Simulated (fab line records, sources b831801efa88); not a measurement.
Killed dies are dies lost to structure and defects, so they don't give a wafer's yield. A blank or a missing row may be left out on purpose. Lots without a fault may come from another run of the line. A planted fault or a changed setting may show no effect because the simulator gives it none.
Which tool did it? | flow gf180mcu | 12 lots, 36 wafers sampled, at 1 step of a route of 602

WHAT THE GAUGES READ, wafer by wafer
GF_PSD_RS_MEAS_15: measures by four-point-probe.
lot  | measured     | on            | PSD_RS (ohm/sq)
L075 | day 15 01:56 | film_metro-02 | 109.14 108.90 109.00
L077 | day 15 10:23 | film_metro-02 | 108.60 108.58 108.70
L079 | day 16 02:08 | film_metro-02 | 108.54 108.14 108.72
L081 | day 17 04:27 | film_metro-03 | 108.56 108.94 108.50
L083 | day 17 14:47 | film_metro-03 | 108.83 109.19 108.93
L085 | day 18 05:23 | film_metro-01 | 108.48 108.74 108.56
L087 | day 18 19:45 | film_metro-03 | 108.45 108.66 108.65
L089 | day 19 11:58 | film_metro-01 | 108.25 108.30 107.94
L091 | day 20 08:35 | film_metro-03 | 108.48 108.55 108.57
L093 | day 20 22:45 | film_metro-02 | 108.38 108.58 108.76
L095 | day 21 15:12 | film_metro-01 | 108.71 108.38 108.61
L097 | day 22 02:00 | film_metro-01 | 108.88 108.99 108.81

WHICH TOOL RAN EACH LOT (tool, then ch and the chambers of the sampled wafers, then the start)
The record holds no process step before these readings.

THE ANSWER, worked out from the rows above alone
Rule: what is usual is taken from the lots themselves. Put in order of their means at a reading, lots are off if they are a third of the lots or fewer, leave a main group of 4 or more, and stand apart from it by a gap of 3 or more times the standard deviation of the main group's means; of several such gaps the widest counts. A main group whose means are all the same, to the digits that the tables above print for the reading, isn't used. A lot without any number at a reading at which 4 lots or more have one is off too. The other lots that the step has rows for count as sound.
No lot is off at any reading shown: from this, nothing can be told.

WHAT THE SIMULATOR HAD PUT IN
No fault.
